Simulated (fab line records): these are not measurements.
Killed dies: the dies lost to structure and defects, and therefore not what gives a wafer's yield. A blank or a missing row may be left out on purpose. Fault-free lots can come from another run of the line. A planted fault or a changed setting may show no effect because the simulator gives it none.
fab line records    flow sky130
record lots=7  wafers=21  lastDay=50
route steps=708 shown SD_N@344 SD_P@359 RES_XHIGH@360 PAD_OPEN@708
lots with no fault: from the same line, run without faults
startH: hours from the record's opening day to when the first of the lot's shown wafers began    waitH: hours from the lot's prior step to this one    " same as the row above    L1.1+2: one row covering several wafers at once    - no value, or no start given    * or withheld: withheld    < > ~ a bound
route shown NAME@n: NAME is a module with steps in the file, n the number in the route of the first one    usual: mean/standard deviation of fault-free wafers    same: alike in all rows    chamber/n: place in a boat    sites: each site's reading    _std_site: standard deviation of those values    _edge_site: mean of outer sites minus mean of inner sites    radiusMm: for every site, how far away it sits from the centre of the wafer    mask NAME#n: copy n    behind: tool/chamber where the wafer was last shaped    hold: cause of the lot's hold/its duration in hours/its outcome    device: the n, p or np transistor that did not switch    end of line: the route-end tests of the same wafers    a step with no rows: only its recipe    killed: count of dies lost to structure and defects at first sort (not the wafer's yield)    map: a wafer's dies, marking killed ones x, the rest . and places with no die _
set.NAME: the run value of the setting; set.NAME@STEP: its run value at that earlier step    model.NAME: the simulator's own value behind a step, which no gauge read
a table for each step, a row for each wafer; lots at some steps of the route
services: the hour from which a tool's chamber was out of use, counted from the record's first day as startH (under 0 if before that day), plus the number of hours and why
## steps
# step SKY_SD_N_COAT_02
# recipe resist=NOVOLAK  spinRpm=3000  resistThkNm=1140
# step SKY_SD_N_SOFTBAKE_03
# recipe tempC=90  timeS=60  resist=NOVOLAK
# step SKY_SD_N_EXPOSE_04
# recipe maskId=NSDM  na=0.6  sourceShape=conventional  sigmaOuter=0.6  polarization=unpolarized  targetCdNm=380  doseMj=141
# step SKY_SD_N_PEB_05
# recipe tempC=withheld  timeS=*  resist=NOVOLAK
# step SKY_SD_N_DEVELOP_06
# recipe resist=NOVOLAK  developer=TMAH  developTimeS=60  devTempC=23
# step SKY_SD_N_CD_MEAS_07
# recipe targetCdNm=380
# usual cdNm=379.6/2.4
lot.wafer  tool      chamber  startH  waitH  cdNm
L343.1     cdSem-01  -        684.86  0.1    379.1
L343.4     "         -        "       "      379.3
L343.5     "         -        "       "      380.1
L346.1     cdSem-02  -        689.30  0.1    378.9
L346.5     "         -        "       "      375.6
L346.6     "         -        "       "      379.1
L348.1     cdSem-02  -        704.26  0.1    381.0
L348.2     "         -        "       "      381.7
L348.5     "         -        "       "      380.7
L357.2     cdSem-01  -        789.28  0.1    377.5
L357.4     "         -        "       "      378.6
L357.6     "         -        "       "      375.6
L356.1     cdSem-02  -        790.46  0.1    379.3
L356.3     "         -        "       "      377.5
L356.5     "         -        "       "      380.8
L358.3     cdSem-02  -        801.80  0.1    377.7
L358.5     "         -        "       "      379.6
L358.6     "         -        "       "      379.4
L364.3     cdSem-01  -        835.40  0.1    377.9
L364.4     "         -        "       "      377.7
L364.5     "         -        "       "      378.5
# step SKY_SD_N_OVL_MEAS_08
# usual SD_N_OVL=0.4/1.5
lot.wafer  tool        chamber  startH  waitH  SD_N_OVL[nm]
L343.1     overlay-01  -        684.98  0.1    1.7
L343.4     "           -        "       "      1.8
L343.5     "           -        "       "      3.3
L346.1     overlay-02  -        689.42  0.1    1.5
L346.5     "           -        "       "      -0.7
L346.6     "           -        "       "      0.9
L348.1     overlay-02  -        704.38  0.1    -0.7
L348.2     "           -        "       "      -0.5
L348.5     "           -        "       "      -1.5
L357.2     overlay-02  -        789.38  0.1    0.0
L357.4     "           -        "       "      0.6
L357.6     "           -        "       "      -0.9
L356.1     overlay-01  -        790.58  0.1    1.9
L356.3     "           -        "       "      0.8
L356.5     "           -        "       "      1.7
L358.3     overlay-01  -        801.89  0.1    2.2
L358.5     "           -        "       "      2.6
L358.6     "           -        "       "      2.4
L364.3     overlay-02  -        835.49  0.1    -0.1
L364.4     "           -        "       "      -2.0
L364.5     "           -        "       "      -0.7
# step SKY_SD_N_IMPLANT_09
# recipe species=As  energyKev=50  doseCm2=4e+15  tiltDeg=0
# step SKY_SD_N_IMPLANT_10
# recipe species=P  energyKev=20  doseCm2=1e+14  tiltDeg=0
# step SKY_SD_N_STRIP_11
# recipe chemistry=O2/N2  powerW=1400  pressureMtorr=1500  platenTempC=withheld  o2FlowSccm=3000  n2FlowSccm=300  overashFraction=0.5
# usual drypumpMotorCurrentA=5.4/0.43  oesProductAu=0.527/0.0045  stripTimeToEndpointS=22.55/0.04
lot.wafer  tool            chamber  startH  waitH  drypumpMotorCurrentA  oesProductAu  rfHoursCounterH  stripTimeToEndpointS
L343.1     plasmaAsher-04  1        685.31  0.1    5.1                   0.524         52               22.60
L343.4     "               1        "       "      5.1                   0.527         -                22.58
L343.5     "               1        "       "      5.1                   0.530         -                22.57
L346.1     plasmaAsher-03  1        689.76  0.1    5.0                   0.525         104              22.63
L346.5     "               0        "       "      6.0                   0.527         -                22.60
L346.6     "               1        "       "      5.0                   0.523         -                22.59
L348.1     plasmaAsher-03  1        704.71  0.1    5.0                   0.533         105              22.58
L348.2     "               0        "       "      6.0                   0.538         105              22.58
L348.5     "               1        "       "      5.0                   0.531         -                22.57
L357.2     plasmaAsher-03  1        789.71  0.1    4.9                   0.528         4                22.50
L357.4     "               0        "       "      6.0                   0.519         -                22.51
L357.6     "               1        "       "      5.0                   0.528         -                22.48
L356.1     plasmaAsher-03  1        790.91  0.1    5.0                   0.524         4                22.53
L356.3     "               1        "       "      5.0                   0.535         -                22.57
L356.5     "               1        "       "      5.0                   0.533         -                22.58
L358.3     plasmaAsher-01  1        802.25  0.1    5.8                   0.525         -                22.57
L358.5     "               0        "       "      4.9                   0.526         -                22.53
L358.6     "               1        "       "      5.8                   0.538         -                22.56
L364.3     plasmaAsher-04  1        835.85  0.1    5.1                   0.533         -                22.56
L364.4     "               0        "       "      5.7                   0.526         -                22.57
L364.5     "               1        "       "      5.0                   0.528         -                22.58
# step SKY_SD_N_TW_MEAS_12
# usual SD_N_TW=3972/71
lot.wafer  tool          chamber  startH  waitH  SD_N_TW
L343.1     filmMetro-01  -        685.41  0.1    3866
L343.4     "             -        "       "      3870
L343.5     "             -        "       "      3863
L346.1     filmMetro-02  -        689.86  0.1    3980
L346.5     "             -        "       "      3965
L346.6     "             -        "       "      3982
L348.1     filmMetro-04  -        704.81  0.1    4092
L348.2     "             -        "       "      4123
L348.5     "             -        "       "      4113
L357.2     filmMetro-02  -        789.82  0.1    3992
L357.4     "             -        "       "      3971
L357.6     "             -        "       "      3972
L356.1     filmMetro-04  -        791.01  0.1    4060
L356.3     "             -        "       "      4047
L356.5     "             -        "       "      4074
L358.3     filmMetro-02  -        802.33  0.1    3946
L358.5     "             -        "       "      3943
L358.6     "             -        "       "      3938
L364.3     filmMetro-02  -        835.93  0.1    3922
L364.4     "             -        "       "      3917
L364.5     "             -        "       "      3923
# step SKY_SD_N_CLEAN_13
# recipe chemistry=SC1/SC2  mix=1:4:20  tempC=70  timeS=150  dry=n2Spin
# step SKY_SD_N_RTA_14
# recipe tempC=1075  timeS=2  idleTempC=650  rampUpCPerS=150  rampDownCPerS=90  ambient=N2
# usual lampPowerPct=15.74/0.057  wafer_temp_C_max=1078.0/1.2
lot.wafer  tool          chamber  startH  waitH  lampPowerPct  wafer_temp_C_max
L343.1     rtpAnneal-01  0        685.52  0.0    14.90         1045.1
L343.4     "             0        "       "      14.95         1047.2
L343.5     "             0        "       "      14.88         1046.0
L346.1     rtpAnneal-01  0        689.97  0.0    14.82         1046.3
L346.5     "             0        "       "      14.93         1045.2
L346.6     "             0        "       "      14.92         1044.7
L348.1     rtpAnneal-01  0        704.92  0.0    14.78         1045.1
L348.2     "             0        "       "      14.96         1043.7
L348.5     "             0        "       "      14.92         1044.6
L357.2     rtpAnneal-01  0        789.94  0.0    15.73         1076.0
L357.4     "             0        "       "      15.75         1077.0
L357.6     "             0        "       "      15.71         1077.4
L356.1     rtpAnneal-02  0        791.12  0.0    15.71         1077.4
L356.3     "             0        "       "      15.71         1075.8
L356.5     "             0        "       "      15.66         1077.6
L358.3     rtpAnneal-02  0        802.45  0.0    15.72         1079.3
L358.5     "             0        "       "      15.72         1077.2
L358.6     "             0        "       "      15.72         1078.4
L364.3     rtpAnneal-01  0        836.04  0.0    15.66         1075.7
L364.4     "             0        "       "      15.65         1078.1
L364.5     "             0        "       "      15.72         1078.5
# step SKY_SD_N_RS_MEAS_16
# recipe thkMeasGauge=four-point-probe
# usual SD_N_RS=68.46/0.12
lot.wafer  tool          chamber  startH  waitH  SD_N_RS[ohm/sq]
L343.1     filmMetro-04  -        685.70  0.1    73.30
L343.4     "             -        "       "      73.28
L343.5     "             -        "       "      73.29
L346.1     filmMetro-02  -        690.14  0.1    73.41
L346.5     "             -        "       "      73.54
L346.6     "             -        "       "      73.45
L348.1     filmMetro-01  -        705.10  0.1    73.18
L348.2     "             -        "       "      73.33
L348.5     "             -        "       "      73.40
L357.2     filmMetro-04  -        790.12  0.1    68.37
L357.4     "             -        "       "      68.48
L357.6     "             -        "       "      68.54
L356.1     filmMetro-01  -        791.30  0.1    68.36
L356.3     "             -        "       "      68.28
L356.5     "             -        "       "      68.41
L358.3     filmMetro-02  -        802.64  0.1    68.60
L358.5     "             -        "       "      68.71
L358.6     "             -        "       "      68.51
L364.3     filmMetro-01  -        836.24  0.1    68.33
L364.4     "             -        "       "      68.24
L364.5     "             -        "       "      68.51
# step SKY_SD_N_RS_MEAS_17
# recipe thkMeasGauge=four-point-probe
# usual SD_P_RS=147.8/0.37
lot.wafer  tool          chamber  startH  waitH  SD_P_RS[ohm/sq]
L343.1     filmMetro-04  -        685.82  0.1    177.0
L343.4     "             -        "       "      177.6
L343.5     "             -        "       "      177.5
L346.1     filmMetro-02  -        690.26  0.1    178.3
L346.5     "             -        "       "      178.5
L346.6     "             -        "       "      178.4
L348.1     filmMetro-01  -        705.22  0.1    177.5
L348.2     "             -        "       "      177.4
L348.5     "             -        "       "      177.7
L357.2     filmMetro-04  -        790.24  0.1    147.7
L357.4     "             -        "       "      148.4
L357.6     "             -        "       "      148.5
L356.1     filmMetro-01  -        791.42  0.1    147.7
L356.3     "             -        "       "      147.5
L356.5     "             -        "       "      147.9
L358.3     filmMetro-02  -        802.76  0.1    148.2
L358.5     "             -        "       "      148.1
L358.6     "             -        "       "      147.7
L364.3     filmMetro-01  -        836.36  0.1    147.6
L364.4     "             -        "       "      147.4
L364.5     "             -        "       "      147.5
# step SKY_SD_N_RS_MEAS_18
# recipe thkMeasGauge=four-point-probe
# usual RES_XHIGH_RS=333.1/1.2
lot.wafer  tool          chamber  startH  waitH  RES_XHIGH_RS[ohm/sq]
L343.1     filmMetro-04  -        685.94  0.1    335.1
L343.4     "             -        "       "      336.4
L343.5     "             -        "       "      336.7
L346.1     filmMetro-02  -        690.38  0.1    335.5
L346.5     "             -        "       "      336.4
L346.6     "             -        "       "      334.9
L348.1     filmMetro-01  -        705.34  0.1    335.1
L348.2     "             -        "       "      334.0
L348.5     "             -        "       "      333.5
L357.2     filmMetro-04  -        790.36  0.1    331.8
L357.4     "             -        "       "      331.0
L357.6     "             -        "       "      330.9
L356.1     filmMetro-01  -        791.54  0.1    331.8
L356.3     "             -        "       "      332.6
L356.5     "             -        "       "      332.5
L358.3     filmMetro-02  -        802.88  0.1    333.9
L358.5     "             -        "       "      335.2
L358.6     "             -        "       "      335.6
L364.3     filmMetro-01  -        836.48  0.1    333.5
L364.4     "             -        "       "      332.7
L364.5     "             -        "       "      333.3
# step SKY_PAD_OPEN_PROBE_99
lot.wafer  tool       chamber  startH   waitH  model.etest.resXhighPo.lineOhmUm  model.etest.resXhighPo.rsOhmSq  model.etest.pfet_01v8.rOnOhmUm  model.etest.tipP.rsOhmSq  model.etest.resPdiff.lineOhmUm  model.etest.resHighPo.lineOhmUm  model.etest.liconHighPo.rcOhm  model.etest.pfetG5v0d10v5.rOnOhmUm
L343.1     prober-01  -        1108.34  0.1    7472                              2590                            3182                            7168                      1675                            944.4                            552                            4879
L343.4     prober-01  -        1108.49  0.2    7584                              2627                            3119                            7171                      1654                            969.3                            527                            4791
L343.5     prober-01  -        1108.54  0.2    7592                              2640                            3224                            7176                      1644                            957.3                            548.8                          4789
L346.1     prober-01  -        1111.37  0.1    7637                              2678                            3333                            7313                      1691                            989.8                            549.8                          4983
L346.5     prober-01  -        1111.57  0.2    8274                              2790                            3220                            7312                      1760                            1024                             554.4                          4982
L346.6     prober-01  -        1111.62  0.2    8083                              2811                            3319                            7363                      1708                            1003                             581.5                          5046
L348.1     prober-01  -        1122.16  0.1    7785                              2745                            3336                            7390                      1709                            973.2                            533.7                          5085
L348.2     prober-01  -        1122.21  0.1    7990                              2744                            3270                            7352                      1687                            989.6                            566.5                          4967
L348.5     prober-01  -        1122.36  0.2    7994                              2868                            3426                            7395                      1672                            965.7                            562.8                          5048
L357.2     prober-01  -        1181.01  0.1    5706                              1982                            2903                            6953                      1315                            746.9                            354.3                          4652
L357.4     prober-01  -        1181.11  0.2    5843                              2056                            2963                            6978                      1382                            763.7                            359.2                          4700
L357.6     prober-01  -        1181.21  0.2    5791                              2016                            2996                            6956                      1348                            759.7                            355.3                          4652
L356.1     prober-02  -        1181.93  0.1    5638                              2002                            2842                            6803                      1364                            752.3                            342.7                          4662
L356.3     prober-02  -        1182.03  0.2    5999                              2040                            2838                            6841                      1383                            761.7                            375.3                          4686
L356.5     prober-02  -        1182.13  0.2    5682                              2000                            2941                            6821                      1330                            741.9                            349.2                          4710
L358.3     prober-02  -        1188.17  0.2    5650                              1982                            2942                            6840                      1362                            745.4                            342.4                          4773
L358.5     prober-02  -        1188.27  0.2    5576                              1950                            2854                            6838                      1360                            733.8                            336.1                          4732
L358.6     prober-02  -        1188.32  0.2    5570                              1953                            2918                            6838                      1366                            723.7                            318.4                          4735
L364.3     prober-02  -        1207.61  0.2    5756                              2012                            2894                            6836                      1334                            778.9                            336.9                          4834
L364.4     prober-02  -        1207.66  0.2    5755                              2001                            2841                            6812                      1333                            761.1                            351.3                          4822
L364.5     prober-02  -        1207.71  0.2    5969                              2059                            2847                            6773                      1391                            773.1                            338                            4830
# killed by level:class
L346.1 VIA1:geometricParticle:open=13 VIA2:geometricParticle:open=9 LI_CONTACT:geometricParticle:open=7 LOCAL_INTERCONNECT:geometricParticle:short=6 METAL2:geometricParticle:short=6 METAL1:geometricParticle:short=5 VIA3:geometricParticle:short=5 VIA3:geometricParticle:open=5
L346.5 CONTACT:geometricParticle:open=9 LOCAL_INTERCONNECT:geometricParticle:short=7 METAL2:geometricParticle:short=7 LI_CONTACT:geometricParticle:open=6 VIA2:geometricParticle:open=6 VIA3:geometricParticle:open=6 METAL3:geometricParticle:short=6 FIELD_ISO:geometricParticle:short=5
L346.6 VIA3:geometricParticle:open=11 VIA1:geometricParticle:open=9 CONTACT:geometricParticle:open=7 PASSIVATION:areaEtch=7 VIA2:geometricParticle:open=6 VIA3:geometricParticle:short=6 FIELD_ISO:geometricParticle:open=5 FIELD_ISO:geometricParticle:short=4
L348.1 CONTACT:geometricParticle:open=10 METAL1:geometricParticle:short=8 LI_CONTACT:geometricParticle:open=7 CONTACT:geometricParticle:short=6 VIA1:geometricParticle:open=6 FIELD_ISO:geometricParticle:short=4 FIELD_ISO:geometricParticle:open=4 POLY_GATE:geometricParticle:open=4
L348.2 VIA1:geometricParticle:open=9 FIELD_ISO:geometricParticle:short=6 FIELD_ISO:geometricParticle:open=5 LI_CONTACT:geometricParticle:open=5 VIA2:geometricParticle:short=5 VIA2:geometricParticle:open=5 CONTACT:geometricParticle:open=3 METAL3:geometricParticle:short=3
L348.5 VIA1:geometricParticle:open=11 CONTACT:geometricParticle:open=10 METAL2:geometricParticle:short=7 VIA2:geometricParticle:open=7 METAL1:geometricParticle:short=7 CONTACT:geometricParticle:short=6 VIA3:geometricParticle:open=5 LI_CONTACT:geometricParticle:short=4
L357.2 CONTACT:geometricParticle:open=14 VIA1:geometricParticle:open=7 LI_CONTACT:geometricParticle:open=7 VIA2:geometricParticle:open=6 METAL1:geometricParticle:short=5 CONTACT:geometricParticle:short=4 FIELD_ISO:geometricParticle:short=3 POLY_GATE:geometricParticle:short=3
L357.4 METAL1:geometricParticle:short=11 VIA1:geometricParticle:open=10 VIA1:geometricParticle:short=8 LOCAL_INTERCONNECT:geometricParticle:short=5 METAL2:geometricParticle:short=5 LI_CONTACT:geometricParticle:open=4 CONTACT:geometricParticle:short=4 VIA2:geometricParticle:open=4
L357.6 VIA1:geometricParticle:open=7 METAL1:geometricParticle:short=7 VIA3:geometricParticle:open=7 VIA3:geometricParticle:short=7 POLY_GATE:geometricParticle:short=6 FIELD_ISO:geometricParticle:short=5 LI_CONTACT:geometricParticle:open=5 CONTACT:geometricParticle:short=5
L356.1 CONTACT:geometricParticle:open=15 VIA1:geometricParticle:open=13 FIELD_ISO:geometricParticle:open=5 VIA3:geometricParticle:open=5 LOCAL_INTERCONNECT:geometricParticle:short=5 METAL1:geometricParticle:short=5 LI_CONTACT:geometricParticle:open=4 METAL4:geometricParticle:short=4
L356.3 LI_CONTACT:geometricParticle:open=9 CONTACT:geometricParticle:open=9 VIA3:geometricParticle:open=9 VIA1:geometricParticle:open=8 VIA2:geometricParticle:open=8 LOCAL_INTERCONNECT:geometricParticle:short=6 FIELD_ISO:geometricParticle:open=5 VIA1:geometricParticle:short=5
L356.5 VIA1:geometricParticle:open=12 CONTACT:geometricParticle:open=9 LI_CONTACT:geometricParticle:open=7 VIA1:geometricParticle:short=7 METAL1:geometricParticle:short=6 VIA2:geometricParticle:open=6 VIA3:geometricParticle:open=6 FIELD_ISO:geometricParticle:open=5
L358.3 VIA1:geometricParticle:open=10 CONTACT:geometricParticle:open=8 LI_CONTACT:geometricParticle:open=7 POLY_GATE:geometricParticle:open=5 VIA1:geometricParticle:short=5 VIA2:geometricParticle:open=5 VIA3:geometricParticle:open=5 METAL1:geometricParticle:short=4
L358.5 VIA1:geometricParticle:open=11 CONTACT:geometricParticle:open=8 LOCAL_INTERCONNECT:geometricParticle:short=7 LI_CONTACT:geometricParticle:open=6 POLY_GATE:geometricParticle:open=5 VIA2:geometricParticle:short=5 METAL4:geometricParticle:short=5 FIELD_ISO:geometricParticle:short=4
L358.6 VIA1:geometricParticle:open=10 VIA2:geometricParticle:open=10 LI_CONTACT:geometricParticle:open=9 CONTACT:geometricParticle:short=7 VIA1:geometricParticle:short=5 FIELD_ISO:geometricParticle:short=4 LOCAL_INTERCONNECT:geometricParticle:short=4 VIA2:geometricParticle:short=4
L364.3 CONTACT:geometricParticle:open=11 LI_CONTACT:geometricParticle:open=10 LOCAL_INTERCONNECT:geometricParticle:short=6 VIA1:geometricParticle:open=6 VIA1:geometricParticle:short=5 METAL1:geometricParticle:short=4 VIA2:geometricParticle:open=4 VIA3:geometricParticle:open=4
L364.4 CONTACT:geometricParticle:open=10 VIA1:geometricParticle:open=9 VIA3:geometricParticle:open=9 CONTACT:geometricParticle:short=7 FIELD_ISO:geometricParticle:short=6 POLY_GATE:geometricParticle:open=6 METAL1:geometricParticle:short=6 VIA1:geometricParticle:short=5
L364.5 VIA1:geometricParticle:open=18 LOCAL_INTERCONNECT:geometricParticle:short=7 METAL1:geometricParticle:short=6 POLY_GATE:geometricParticle:open=5 CONTACT:geometricParticle:open=5 FIELD_ISO:geometricParticle:short=4 FIELD_ISO:geometricParticle:open=4 LI_CONTACT:geometricParticle:short=4
## services
tool            chamber  startH  hours  kind
plasmaAsher-03  -        681.42  1.1    repair
plasmaAsher-01  -        686.55  2.7    repair
plasmaAsher-01  -        693.12  0.7    repair
plasmaAsher-01  -        732.49  1.1    repair
plasmaAsher-03  -        733.75  9.0    pm
plasmaAsher-03  0        733.75  9.0    ventCycle
plasmaAsher-03  1        733.75  9.0    ventCycle
plasmaAsher-03  0        742.75  -      clean
plasmaAsher-03  1        742.75  -      clean
## key
firstSign step=SKY_SD_N_RTA_14  reading=wafer_temp_C_max  direction=down  sigmas=27  usual=*  struck=*
effect step=SKY_SD_N_RTA_14  reading=lampPowerPct  direction=down  sigmas=15  usual=15.74  struck=14.90
effect step=SKY_SD_N_RS_MEAS_16  reading=SD_N_RS  direction=up  sigmas=42  usual=68.46  struck=73.35
effect step=SKY_SD_N_RS_MEAS_17  reading=SD_P_RS  direction=up  sigmas=81  usual=147.8  struck=177.8
effect step=SKY_SD_N_RS_MEAS_18  reading=RES_XHIGH_RS  direction=up  sigmas=1.9  usual=333.1  struck=335.3
modelEffect step=SKY_PAD_OPEN_PROBE_99  value=etest.resXhighPo.lineOhmUm  without=5655  struck=7823
metAt SKY_SD_N_RTA_14
struckWafers L343.1,L343.4,L343.5,L346.1,L346.5,L346.6,L348.1,L348.2,L348.5
sortLeftOut L343.1,L343.4,L343.5
testerLeftOut L343,L346,L348
fault kind=processParameterDrift  tool=rtpAnneal-01  chamber=-  onsetH=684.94  steps=SKY_SD_N_RTA_14  channel=tempC  offset=*  shape=step  endH=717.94  actsIn=*  stated=*
# testerLeftOut: of these lots the tester's yield and bins aren't shown, on N5 and GAA mostly nor the transistor test; their killed dies are dies lost to structure and defects alone, not to doping, threshold or leakage, so they don't give the yield
# sortLeftOut: the simulated sort isn't trusted on such a fault, so these wafers' sort isn't shown, and their yield isn't known
